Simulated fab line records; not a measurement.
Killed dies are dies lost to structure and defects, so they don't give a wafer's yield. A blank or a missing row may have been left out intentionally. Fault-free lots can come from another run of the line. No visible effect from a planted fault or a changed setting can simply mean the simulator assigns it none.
Tool commonality check | flow sky130 | 36 wafers sampled across 12 lots

REASON FOR OPENING
2 of 12 lots carry a flag on the reading GATE_OXIDE_TW at SKY_GATE_OXIDE_TW_MEAS_14. Fault-free wafers read 223.0, with a standard deviation of 1.5.
Rule: a lot is flagged when every wafer of it that has a number lies more than 4 standard deviations from that mean, or none has a number. All remaining lots are regarded as sound.

lot  | measured     | on           | GATE_OXIDE_TW, wafer by wafer | flag
L119 | day 14 14:00 | filmMetro-04 | 221.8 221.3 221.5             | 
L120 | day 14 20:06 | filmMetro-02 | 224.4 223.8 224.0             | 
L122 | day 16 00:13 | filmMetro-02 | 223.2 224.1 224.4             | 
L124 | day 16 04:56 | filmMetro-02 | 224.7 226.4 224.8             | 
L125 | day 16 17:04 | filmMetro-04 | 221.4 221.9 220.5             | 
L128 | day 17 15:54 | filmMetro-02 | 224.3 223.9 224.4             | 
L129 | day 18 04:55 | filmMetro-02 | 224.7 224.6 224.2             | 
L131 | day 18 16:52 | filmMetro-04 | 221.3 220.6 221.2             | 
L132 | day 19 07:45 | filmMetro-03 | 223.6 222.6 222.8             | 
L133 | day 19 14:02 | filmMetro-04 | 197.4 196.4 197.1             | FLAGGED
L134 | day 19 16:50 | filmMetro-04 | 199.4 197.7 197.7             | FLAGGED
L135 | day 19 23:49 | filmMetro-04 | 220.5 221.0 220.3             | 
The numbers of the flagged lots are 197.6 on average: -25.4 against the usual, or -17 standard deviations.

LOT BY LOT: THE TOOL USED
The record holds 1 process step before the reading, out of a route of 708 steps. Each cell gives the tool, then ch followed by the chambers the sampled wafers passed through, then the start.
lot  | flag    | SKY_GATE_OXIDE_IMPLANT_11
L119 |         | implanter-03 ch 0, day 14 13:38
L120 |         | implanter-03 ch 0, day 14 19:44
L122 |         | implanter-03 ch 0, day 15 23:53
L124 |         | implanter-03 ch 0, day 16 04:37
L125 |         | implanter-01 ch 0, day 16 16:43
L128 |         | implanter-01 ch 0, day 17 15:32
L129 |         | implanter-03 ch 0, day 18 04:34
L131 |         | implanter-03 ch 0, day 18 16:31
L132 |         | implanter-01 ch 0, day 19 07:23
L133 | FLAGGED | implanter-03 ch 0, day 19 13:43
L134 | FLAGGED | implanter-03 ch 0, day 19 16:29
L135 |         | implanter-01 ch 0, day 19 23:29
What these steps do:
- SKY_GATE_OXIDE_IMPLANT_11
- SKY_GATE_OXIDE_TW_MEAS_14

FLAGGED AGAINST TOTAL, ONE TOOL AT A TIME (gauges that did the reading follow at the end)
step                      | tool         | lots run | flagged | share of the flagged lots | sound lots run after its first flagged lot
SKY_GATE_OXIDE_IMPLANT_11 | implanter-01 | 4        | 0       | none                      | -
SKY_GATE_OXIDE_IMPLANT_11 | implanter-03 | 8        | 2       | all                       | 0
SKY_GATE_OXIDE_TW_MEAS_14 | filmMetro-02 | 5        | 0       | none                      | -
SKY_GATE_OXIDE_TW_MEAS_14 | filmMetro-03 | 1        | 0       | none                      | -
SKY_GATE_OXIDE_TW_MEAS_14 | filmMetro-04 | 6        | 2       | all                       | 1 (L135)

WHAT THE TABLE PERMITS
Every flagged lot went through 2 rows of the table: implanter-03 at SKY_GATE_OXIDE_IMPLANT_11 and filmMetro-04 at SKY_GATE_OXIDE_TW_MEAS_14.
- implanter-03 at SKY_GATE_OXIDE_IMPLANT_11 ran 8 lots, 2 of them flagged. Its last sound lot is L131 (day 18 16:31), its first flagged lot L133 (day 19 13:43): a fault that began between those two fits. Its own readings lie more than 4 standard deviations out on every wafer of the flagged lots: doseIonsCm2, faradayCurrentUA.
- filmMetro-04 at SKY_GATE_OXIDE_TW_MEAS_14 ran 6 lots, 2 of them flagged. After the first flagged lot (L135), sound lots still ran on it; a lasting fault on the whole tool would not permit that.
One tool is left: implanter-03 at SKY_GATE_OXIDE_IMPLANT_11.

WHAT THE SIMULATOR PUT IN
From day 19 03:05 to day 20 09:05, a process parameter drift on implanter-03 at SKY_GATE_OXIDE_IMPLANT_11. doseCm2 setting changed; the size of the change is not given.
Lots struck among those shown: L133, L134. The rule above reached the same finding.
